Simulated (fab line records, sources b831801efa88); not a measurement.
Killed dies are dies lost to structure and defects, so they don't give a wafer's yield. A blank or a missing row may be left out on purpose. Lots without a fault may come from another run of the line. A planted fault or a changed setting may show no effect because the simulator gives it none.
fab line records | flow sky130
record lots=14 wafers=42 last_day=50
route steps=708 shown METAL4@629 METAL5@661
lots that met no fault: from a run of the same line without faults
start_h: hours from the record's first day to the start of the lot's first wafer shown | wait_h: hours since the lot's step before | " the same as in the row above | L1.1+2: a row that stands for several wafers | - no value, or no start given | * or withheld: withheld | < > ~ a bound
route shown NAME@n: a module of which the file shows steps, and the number in the route of the first | usual: mean/standard deviation of fault-free wafers | same: alike in all rows | chamber/n: place in a boat | sites: the reading at each site | _std_site: their standard deviation | _edge_site: outer sites' mean less inner sites' | radius_mm: how far each site lies from the wafer's centre | mask NAME#n: copy n | behind: the tool/chamber that last shaped the wafer | hold: why the lot was held/for how many hours/how that ended | device: the transistor (n, p or np) that didn't switch | end of line: the same wafers' tests at the end of the route | a step without rows: its recipe alone | killed: dies lost to structure and defects at the first sort, not the wafer's yield | map: a wafer's dies, x killed, . not, _ none there
set.NAME: the setting as run; set.NAME@STEP: as run at that earlier step | model.NAME: the simulator's own value behind a step, which no gauge read
steps of the route over a sample of lots; a table a step, a row a wafer
services: from which hour (start_h, from the record's first day; less than 0 if before it) a tool's chamber was out of use, for how many hours, and why
## steps
# step SKY_METAL4_CD_MEAS_13
# recipe target_cd_nm=300
# usual cd_nm=300.4/1.2
# columns lot.wafer tool chamber start_h wait_h cd_nm
L388.1 cd_sem-01 - 977.13 - 301.5
L388.3 " - " " 300.1
L388.4 " - " " 299.8
L389.4 cd_sem-02 - 977.55 - 302.1
L389.5 " - " " 301.3
L389.6 " - " " 301.3
L391.1 cd_sem-01 - 997.73 - 299.5
L391.5 " - " " 300.7
L391.6 " - " " 300.0
L392.2 cd_sem-02 - 1016.45 - 298.3
L392.3 " - " " 296.1
L392.5 " - " " 298.3
L394.1 cd_sem-01 - 1021.69 - 300.8
L394.3 " - " " 301.2
L394.4 " - " " 300.1
L395.1 cd_sem-02 - 1026.68 - 301.9
L395.3 " - " " 303.3
L395.4 " - " " 301.7
L398.2 cd_sem-02 - 1056.28 - 300.4
L398.4 " - " " 301.0
L398.5 " - " " 300.6
L400.2 cd_sem-02 - 1056.63 - 299.9
L400.4 " - " " 300.2
L400.5 " - " " 300.4
L401.1 cd_sem-01 - 1069.29 - 302.1
L401.3 " - " " 300.5
L401.5 " - " " 299.1
L402.3 cd_sem-01 - 1075.45 - 300.9
L402.4 " - " " 300.6
L402.5 " - " " 300.8
L404.2 cd_sem-02 - 1087.61 - 300.7
L404.3 " - " " 301.5
L404.6 " - " " 301.7
L406.3 cd_sem-01 - 1097.77 - 300.3
L406.4 " - " " 300.1
L406.5 " - " " 300.2
L410.1 cd_sem-01 - 1116.19 - 300.9
L410.2 " - " " 301.0
L410.5 " - " " 299.4
L411.2 cd_sem-01 - 1127.60 - 299.5
L411.4 " - " " 299.9
L411.6 " - " " 301.6
# step SKY_METAL4_DESCUM_15
# recipe chemistry=O2 source_power_w=150 bias_power_w=0 pressure_mtorr=10 temp_c=40 time_s=8
# usual drypump_motor_current_A=6.1/0.52 oes_product_au=0.996/0.0085 temp_c=39.97/0.11
# columns lot.wafer tool chamber start_h wait_h drypump_motor_current_A oes_product_au rf_hours_counter_h temp_c
L388.1 rie_metal-04 0 977.29 0.0 6.6 1.003 15 39.91
L388.3 " 0 " " 6.6 0.998 - 39.99
L388.4 " 1 " " 6.0 0.990 - 39.92
L389.4 rie_metal-02 1 977.67 0.0 6.6 0.996 - 40.07
L389.5 " 1 " " 6.6 0.991 - 39.91
L389.6 " 1 " " 6.6 0.990 - 39.95
L391.1 rie_metal-04 0 997.89 0.0 6.6 1.011 17 40.08
L391.5 " 1 " " 6.0 1.001 - 39.94
L391.6 " 0 " " 6.6 0.992 - 39.92
L392.2 rie_metal-02 1 1016.59 0.0 6.6 0.985 13 40.03
L392.3 " 0 " " 5.0 0.999 - 39.85
L392.5 " 1 " " 6.6 0.990 - 40.14
L394.1 rie_metal-02 0 1021.84 0.0 5.0 1.002 9 39.85
L394.3 " 1 " " 6.6 0.988 - 39.89
L394.4 " 0 " " 5.0 0.993 - 39.95
L395.1 rie_metal-04 1 1026.84 0.0 6.0 0.994 11 40.11
L395.3 " 0 " " 6.6 0.999 - 40.14
L395.4 " 1 " " 6.0 1.001 - 40.15
L398.2 rie_metal-04 1 1056.42 0.0 6.0 1.005 12 39.88
L398.4 " 1 " " 6.0 1.000 - 39.78
L398.5 " 0 " " 6.6 1.002 - 40.17
L400.2 rie_metal-04 0 1056.77 0.0 6.6 1.001 20 40.02
L400.4 " 0 " " 6.6 1.005 - 39.90
L400.5 " 1 " " 6.0 0.998 - 40.00
L401.1 rie_metal-01 0 1069.44 0.0 6.1 0.992 14 39.99
L401.3 " 1 " " 6.0 1.003 - 40.06
L401.5 " 0 " " 6.1 0.982 - 39.87
L402.3 rie_metal-04 0 1075.58 0.0 6.6 1.008 - 40.04
L402.4 " 1 " " 6.0 0.997 - 39.92
L402.5 " 0 " " 6.6 1.010 - 40.00
L404.2 rie_metal-01 1 1087.74 0.0 6.0 1.010 13 39.94
L404.3 " 0 " " 6.1 0.998 - 39.78
L404.6 " 0 " " 6.1 1.001 - 39.96
L406.3 rie_metal-04 1 1097.90 0.0 6.0 1.001 - 39.99
L406.4 " 0 " " 6.6 1.011 - 39.97
L406.5 " 1 " " 6.0 0.992 - 40.09
L410.1 rie_metal-02 0 1116.34 0.0 5.0 1.006 17 39.92
L410.2 " 1 " " 6.6 0.990 21 39.98
L410.5 " 1 " " 6.6 0.994 - 40.13
L411.2 rie_metal-01 1 1127.74 0.0 6.0 0.998 16 40.18
L411.4 " 0 " " 6.1 0.981 - 40.10
L411.6 " 0 " " 6.1 0.981 - 39.89
# step SKY_METAL5_SPUTTER_00
# recipe material=Ti target_thk_nm=15 power_w=3000 time_s=10 chamber_pressure_pa=0.4
# usual throttle_valve_pct=30.2/1.2
# columns lot.wafer tool chamber start_h wait_h throttle_valve_pct
L388.1 pvd_sputter-04 - 1002.86 0.1 28.8
L388.3 " - " " 29.4
L388.4 " - " " 30.2
L389.4 pvd_sputter-01 - 1003.24 0.1 31.4
L389.5 " - " " 32.6
L389.6 " - " " 28.8
L391.1 pvd_sputter-02 - 1023.10 0.1 31.4
L391.5 " - " " 30.0
L391.6 " - " " 31.4
L392.2 pvd_sputter-02 - 1041.23 0.2 28.4
L392.3 " - " " 31.4
L392.5 " - " " 29.8
L394.1 pvd_sputter-04 - 1047.73 0.2 28.9
L394.3 " - " " 29.8
L394.4 " - " " 30.5
L395.1 pvd_sputter-04 - 1052.05 0.2 28.4
L395.3 " - " " 29.5
L395.4 " - " " 30.3
L398.2 pvd_sputter-02 - 1080.24 0.2 29.9
L398.4 " - " " 31.0
L398.5 " - " " 28.7
L400.2 pvd_sputter-01 - 1080.65 0.1 31.6
L400.4 " - " " 32.7
L400.5 " - " " 28.6
L401.1 pvd_sputter-02 - 1092.85 0.2 31.4
L401.3 " - " " 28.7
L401.5 " - " " 31.2
L402.3 pvd_sputter-01 - 1099.34 0.2 29.7
L402.4 " - " " 32.4
L402.5 " - " " 32.5
L404.2 pvd_sputter-04 - 1110.07 0.1 30.4
L404.3 " - " " 29.6
L404.6 " - " " 29.3
L406.3 pvd_sputter-02 - 1120.71 0.2 29.9
L406.4 " - " " 28.4
L406.5 " - " " 28.5
L410.1 pvd_sputter-04 - 1138.06 0.2 29.4
L410.2 " - " " 29.5
L410.5 " - " " 30.4
L411.2 pvd_sputter-01 - 1149.63 0.1 32.5
L411.4 " - " " 28.8
L411.6 " - " " 30.3
# step SKY_METAL5_DEVELOP_13
# recipe resist=NOVOLAK developer=TMAH develop_time_s=60 dev_temp_c=23
# usual chill_plate_temp_C=22.96/0.11 develop_time_s=60/0 developer_temp_C=22.99/0.11 exhaust_pa=44.8/1
# columns lot.wafer tool chamber start_h wait_h chill_plate_temp_C develop_time_s developer_temp_C exhaust_pa
L388.1 litho_track-01 0 1026.01 0.1 23.01 60 22.85 45.2
L388.3 " 0 " " 23.21 60 23.08 44.6
L388.4 " 0 " " 23.15 60 23.01 44.5
L389.4 litho_track-01 0 1026.74 0.1 23.00 60 22.94 45.3
L389.5 " 0 " " 22.99 60 23.06 45.9
L389.6 " 0 " " 23.01 60 23.12 47.4
L391.1 litho_track-04 0 1045.00 0.1 22.94 60 22.86 43.8
L391.5 " 0 " " 22.91 60 22.79 44.7
L391.6 " 0 " " 23.11 60 22.94 45.1
L392.2 litho_track-04 0 1062.73 0.1 23.15 60 23.08 44.0
L392.3 " 0 " " 23.15 60 22.90 43.9
L392.5 " 0 " " 23.12 60 23.12 44.4
L394.1 litho_track-04 0 1069.00 0.1 22.75 60 23.09 45.2
L394.3 " 0 " " 22.92 60 22.98 44.0
L394.4 " 0 " " 22.80 60 23.03 44.5
L395.1 litho_track-01 0 1072.92 0.1 22.89 60 22.88 45.4
L395.3 " 0 " " 22.77 60 23.06 46.7
L395.4 " 0 " " 22.93 60 22.98 46.9
L398.2 litho_track-04 0 1100.93 0.1 22.89 60 22.87 45.2
L398.4 " 0 " " 22.92 60 22.94 45.0
L398.5 " 0 " " 23.11 60 23.00 44.5
L400.2 litho_track-01 0 1101.19 0.1 22.70 60 22.87 45.3
L400.4 " 0 " " 22.87 60 22.79 43.4
L400.5 " 0 " " 22.81 60 22.95 45.0
L401.1 litho_track-03 - 1112.88 0.1 - - - -
L401.3 " - " " - - - -
L401.5 " - " " - - - -
L402.3 litho_track-04 - 1119.30 0.1 - - - -
L402.4 " - " " - - - -
L402.5 " - " " - - - -
L404.2 litho_track-03 0 1130.41 0.1 22.96 60 22.88 46.0
L404.3 " 0 " " 22.81 60 23.07 46.9
L404.6 " 0 " " 22.99 60 22.86 46.5
L406.3 litho_track-03 0 1139.33 0.1 23.03 60 23.12 45.3
L406.4 " 0 " " 22.92 60 23.12 45.6
L406.5 " 0 " " 22.99 60 22.96 44.9
L410.1 litho_track-04 0 1156.25 0.1 22.86 60 23.07 44.8
L410.2 " 0 " " 22.93 60 23.03 43.8
L410.5 " 0 " " 22.86 60 23.08 44.9
L411.2 litho_track-04 0 1166.78 0.1 22.85 60 23.30 43.0
L411.4 " 0 " " 22.93 60 23.20 44.6
L411.6 " 0 " " 22.93 60 23.11 43.2
## services
# columns tool chamber start_h hours kind
litho_track-04 - 966.44 - consumable_replace:filter
pvd_sputter-04 - 966.98 1.2 repair
rie_metal-02 0 972.21 8.2 repair
rie_metal-04 - 982.14 1.2 repair
pvd_sputter-01 - 1044.31 0.9 repair
rie_metal-01 - 1057.53 0.8 repair
rie_metal-01 - 1118.71 1.1 repair
pvd_sputter-02 - 1130.96 3.2 repair
## key
first_sign step=SKY_METAL5_DEVELOP_13 reading=tool_record direction=missing
effect none on later readings
met_at SKY_METAL5_DEVELOP_13
struck_lots L401,L402
later_rows_left_out L401.1,L401.3,L401.5,L402.3,L402.4,L402.5
sort_left_out L401.1,L401.3,L401.5,L402.3,L402.4,L402.5
not_acting_at SKY_METAL4_CD_MEAS_13,SKY_METAL4_DESCUM_15,SKY_METAL5_SPUTTER_00
onset_between 1100.93 1112.88
fault kind=skipped_step_whole tool=litho_track-03,litho_track-04 chamber=- onset_h=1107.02 steps=SKY_METAL5_DEVELOP_13 scope=struck_lots_only
# sort_left_out: the simulated sort isn't trusted on such a fault, so these wafers' sort isn't shown, and their yield isn't known
# later_rows_left_out: the simulator's readings of these wafers behind a module that went badly wrong aren't trusted and aren't shown, but for the sort
